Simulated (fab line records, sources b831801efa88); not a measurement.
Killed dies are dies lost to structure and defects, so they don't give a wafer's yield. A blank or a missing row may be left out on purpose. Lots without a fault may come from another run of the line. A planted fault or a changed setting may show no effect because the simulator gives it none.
Which tool did it? | flow sky130 | 24 lots, 72 wafers sampled, at 1 step of a route of 708

WHAT THE GAUGES READ, wafer by wafer
SKY_PWDE_OVL_MEAS_07.
lot  | measured    | on         | PWDE_OVL (nm)
L074 | day 4 00:23 | overlay-02 | 1.3 -1.0 -0.3
L075 | day 4 04:02 | overlay-01 | -0.2 -3.9 -2.8
L076 | day 4 10:35 | overlay-02 | 2.0 0.2 1.2
L077 | day 4 13:50 | overlay-01 | -0.3 0.2 2.5
L078 | day 4 18:49 | overlay-01 | 1.1 2.1 -0.5
L079 | day 4 22:41 | overlay-02 | 2.4 3.7 2.7
L080 | day 5 07:05 | overlay-01 | -1.0 0.5 0.0
L081 | day 5 13:14 | overlay-02 | 1.0 2.2 1.3
L082 | day 5 19:56 | overlay-01 | -0.6 -0.2 -1.1
L083 | day 6 00:35 | overlay-01 | 0.5 -0.3 -0.6
L084 | day 6 12:52 | overlay-01 | 1.8 3.7 0.9
L085 | day 6 20:05 | overlay-01 | 1.0 1.8 -0.3
L086 | day 6 21:14 | overlay-01 | -0.2 -2.4 0.8
L087 | day 7 00:50 | overlay-02 | 1.0 1.7 -1.2
L088 | day 7 08:41 | overlay-02 | 1.8 1.1 1.8
L089 | day 7 12:05 | overlay-01 | 3.3 0.8 2.2
L090 | day 7 17:17 | overlay-01 | -2.7 -1.9 -1.9
L091 | day 7 21:34 | overlay-02 | 1.6 1.4 0.5
L092 | day 8 00:44 | overlay-02 | -1.7 -1.9 -0.1
L093 | day 8 06:26 | overlay-02 | -0.3 1.9 0.3
L094 | day 8 12:59 | overlay-02 | 1.8 1.4 0.9
L095 | day 8 20:41 | overlay-02 | 1.2 3.0 3.2
L096 | day 9 01:53 | overlay-02 | 1.9 2.1 2.6
L097 | day 9 06:05 | overlay-01 | 1.8 1.0 0.8

WHICH TOOL RAN EACH LOT (tool, then ch and the chambers of the sampled wafers, then the start)
The record holds no process step before these readings.

WHAT THE TOOLS THEMSELVES READ (means of the sampled wafers that have a number; where no wafer has one, the mark that the record gives instead)
The record holds no such reading with a usual standard deviation.

THE ANSWER, worked out from the rows above alone
Rule: what is usual is taken from the lots themselves. Put in order of their means at a reading, lots are off if they are a third of the lots or fewer, leave a main group of 4 or more, and stand apart from it by a gap of 3 or more times the standard deviation of the main group's means; of several such gaps the widest counts. A main group whose means are all the same, to the digits that the tables above print for the reading, isn't used. A lot without any number at a reading at which 4 lots or more have one is off too. The other lots that the step has rows for count as sound. The gauges are gone through in route order, then the tools' own readings, and for those a lot's mean is taken as printed above. The first step at which some lot is off is used, and at that step the reading that is off furthest; a lot without a number counts as furthest.
No lot is off at any reading shown: from this, nothing can be told.

WHAT THE SIMULATOR HAD PUT IN
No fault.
